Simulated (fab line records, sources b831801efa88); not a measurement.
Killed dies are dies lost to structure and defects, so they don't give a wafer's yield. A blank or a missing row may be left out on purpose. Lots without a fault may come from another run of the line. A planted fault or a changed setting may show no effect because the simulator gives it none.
Chamber matching | flow sfq_line | SFQ_TRILAYER_I4_CMP_CMP_100 on cmp-01: 4 sister chambers
The step polishes SiO2. 4 wafers are shown with their chamber, then 8 later ones without.

WAFERS WITH THEIR CHAMBER
wafer  | chamber | time_to_endpoint_s (s)
L546.6 | 0       | 233
L549.3 | 3       | 208
L563.1 | 1       | 203
L565.1 | 2       | 216

WAFERS WITHOUT THEIR CHAMBER
wafer  | time_to_endpoint_s (s)
L565.4 | 202
L565.5 | 213
L566.4 | 231
L566.5 | 214
L566.6 | 216
L567.2 | 213
L567.5 | 224
L567.6 | 218

WHICH CHAMBER EACH WENT THROUGH
wafer  | from the rows above     | in truth
L565.4 | can't be placed: 1 or 3 | 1
L565.5 | can't be placed: 2 or 3 | 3
L566.4 | 0                       | 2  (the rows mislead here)
L566.5 | can't be placed: 2 or 3 | 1
L566.6 | 2                       | 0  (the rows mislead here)
L567.2 | can't be placed: 2 or 3 | 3
L567.5 | can't be placed: 2 or 0 | 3
L567.6 | 2                       | 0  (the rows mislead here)
Placed correctly: 0 of 8. Can't be placed from these rows: 5 (the true chamber is among the candidates in 3). Placed wrongly: 3.
How it was worked out, from the rows above alone: a wafer's distance from a chamber is the root of the sum, over the readings, of the square of ((its reading less the chamber's mean) divided by the reading's scatter). The wafer belongs to the nearest chamber; if the next one is less than 2 further off, it can't be placed. A chamber's mean is the mean of its shown wafers. The scatter: with one shown wafer a chamber, the root of the mean of the squares of how far each hidden wafer lies from its nearest shown one.
